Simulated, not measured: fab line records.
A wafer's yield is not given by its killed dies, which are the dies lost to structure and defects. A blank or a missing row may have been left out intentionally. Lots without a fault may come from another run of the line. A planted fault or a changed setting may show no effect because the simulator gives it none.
2 desks looking at one fault + flow gf180mcu + each desk has only its own numbers; what lay behind them comes last

METROLOGY DESK
What the gauges read for every lot (on any tool): the sampled wafers with a number, averaged. A lot is out of limits, marked OUT, if its mean lies more than 4 standard deviations from the usual mean; the brackets give that distance.
Columns: A = M1_ALCU_THK at GF_M1_THK_MEAS_06, usual 455 nm; B = V1_W_RS at GF_V1_RS_MEAS_24, usual 0.329 ohm/sq; C = V1_W_THK at GF_V1_THK_MEAS_25, usual 349 nm
| lot  | first seen here | A   | B                | C   |
|------|-----------------|-----|------------------|-----|
| L136 | day 16 09:45    | 458 | 0.327            | 349 |
| L137 | day 16 17:16    | 460 | 0.331            | 346 |
| L138 | day 17 06:47    | 457 | 0.332            | 345 |
| L140 | day 17 15:41    | 453 | 0.329            | 347 |
| L141 | day 18 05:31    | 458 | 0.334            | 342 |
| L142 | day 18 10:01    | 461 | 0.333            | 342 |
| L143 | day 18 22:14    | 449 | 0.329            | 347 |
| L144 | day 19 05:02    | 441 | 0.333            | 344 |
| L150 | day 21 09:14    | 456 | 0.313 (-4.7) OUT | 366 |
| L154 | day 22 15:18    | 447 | 0.327            | 348 |
| L159 | day 24 01:05    | 459 | 0.330            | 347 |
This desk's finding: out of limits on L150; first on L150, day 23 11:22 (V1_W_RS at GF_V1_RS_MEAS_24). L136, L137, L138, L140, L141, L142, L143, L144, L154, L159 stayed within limits.

FOR THE TOOL OWNER'S DESK: cvd_w-02
The tool's own readings at GF_V1_CVD_23 (deposits W, target thk 350 nm, time 105.05 s): means of the sampled wafers that have a number, for each lot that ran on this tool. A lot is out of limits, marked OUT, if its mean lies more than 4 standard deviations from the usual mean; the brackets give that distance.
Columns: A = chamber_pressure_Torr at GF_V1_CVD_23, usual 40.00 Torr; B = heater_power_w at GF_V1_CVD_23, usual 887 W
| lot  | first seen here | A               | B   |
|------|-----------------|-----------------|-----|
| L136 | day 18 10:43    | 39.97           | 913 |
| L137 | day 18 18:05    | 40.03           | 838 |
| L143 | day 21 00:11    | 40.02           | 898 |
| L144 | day 21 07:08    | 39.96           | 880 |
| L150 | day 23 11:13    | 43.17 (+32) OUT | 871 |
This desk's finding: out of limits on L150; first on L150, day 23 11:13 (chamber_pressure_Torr at GF_V1_CVD_23). L136, L137, L143, L144 stayed within limits.

TAKEN TOGETHER
The tool owner's desk had the chance to raise an alarm at day 23 11:13 on L150.
L150 would have let the metrology desk raise an alarm at day 23 11:22.
On cvd_w-02, each named lot ran GF_V1_CVD_23.

WHAT WAS PUT IN BY THE SIMULATOR
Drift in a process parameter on cvd_w-02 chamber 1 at GF_V1_CVD_23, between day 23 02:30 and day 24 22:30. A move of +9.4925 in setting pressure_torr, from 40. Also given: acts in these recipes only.
Lots struck among those shown: L150.
Time in hours from fault onset to the first out-of-limits reading at each desk: tool owner's desk 9, metrology desk 9.
